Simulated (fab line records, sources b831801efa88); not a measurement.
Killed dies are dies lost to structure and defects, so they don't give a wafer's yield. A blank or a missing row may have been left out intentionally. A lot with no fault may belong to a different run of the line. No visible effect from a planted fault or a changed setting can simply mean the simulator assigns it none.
Which of the tools did it? || flow sky130 || 6 lots with 17 wafers sampled at 2 steps, on a route of 708 steps

WHAT THE GAUGES READ, wafer by wafer
SKY_VIA1_THK_MEAS_23: measures by xrf.
{"lot": "L408", "measured": "day 34 02:14", "on": "film-metro-02", "VIA1_W_THK (nm)": "263 259 267"}
{"lot": "L412", "measured": "day 36 09:19", "on": "film-metro-01", "VIA1_W_THK (nm)": "261 263 260"}
{"lot": "L417", "measured": "day 37 00:17", "on": "film-metro-02", "VIA1_W_THK (nm)": "267 266 265"}
{"lot": "L419", "measured": "day 37 16:33", "on": "film-metro-02", "VIA1_W_THK (nm)": "265 360"}
{"lot": "L427", "measured": "day 40 04:53", "on": "film-metro-01", "VIA1_W_THK (nm)": "273 264 273"}
{"lot": "L428", "measured": "day 40 07:40", "on": "film-metro-02", "VIA1_W_THK (nm)": "269 268 267"}

TOOL THAT RAN EACH LOT (tool first, then ch and the chambers of the sampled wafers, then the start)
{"lot": "L408", "SKY_VIA1_CVD_21": "cvd-w-02 ch 0,1, day 34 02:02"}
{"lot": "L412", "SKY_VIA1_CVD_21": "cvd-w-02 ch 0,1, day 36 09:07"}
{"lot": "L417", "SKY_VIA1_CVD_21": "cvd-w-01 ch 0,1, day 37 00:04"}
{"lot": "L419", "SKY_VIA1_CVD_21": "cvd-w-02 ch 0,1, day 37 16:20"}
{"lot": "L427", "SKY_VIA1_CVD_21": "cvd-w-02 ch 0,1, day 40 04:41"}
{"lot": "L428", "SKY_VIA1_CVD_21": "cvd-w-01 ch 0,1, day 40 07:26"}
- SKY_VIA1_CVD_21: deposits W, target thk 270 nm, time 80.902 s.

THE ANSWER, worked out from the rows above alone
Rule: what is usual is taken from the lots themselves. Put in order of their means at a reading, lots are off if they are a third of the lots or fewer, leave a main group of 4 or more, and stand apart from it by a gap of 3 or more times the standard deviation of the main group's means; of several such gaps the widest counts. Not used: any main group whose means are identical at the precision the tables above print for the reading. A lot without any number at a reading at which 4 lots or more have one is off too. The other lots that the step has rows for count as sound.
Off: at SKY_VIA1_THK_MEAS_23 (VIA1_W_THK), L419. For the main group the mean is 266 nm and the standard deviation 3.2.
A tool fits if, at a process step before that reading, it ran every lot that is off, and no sound lot after the first of them. Gauges at SKY_VIA1_THK_MEAS_23: tried the same way as those tools. None of those tried fits.

WHAT HAD BEEN PUT IN BY THE SIMULATOR
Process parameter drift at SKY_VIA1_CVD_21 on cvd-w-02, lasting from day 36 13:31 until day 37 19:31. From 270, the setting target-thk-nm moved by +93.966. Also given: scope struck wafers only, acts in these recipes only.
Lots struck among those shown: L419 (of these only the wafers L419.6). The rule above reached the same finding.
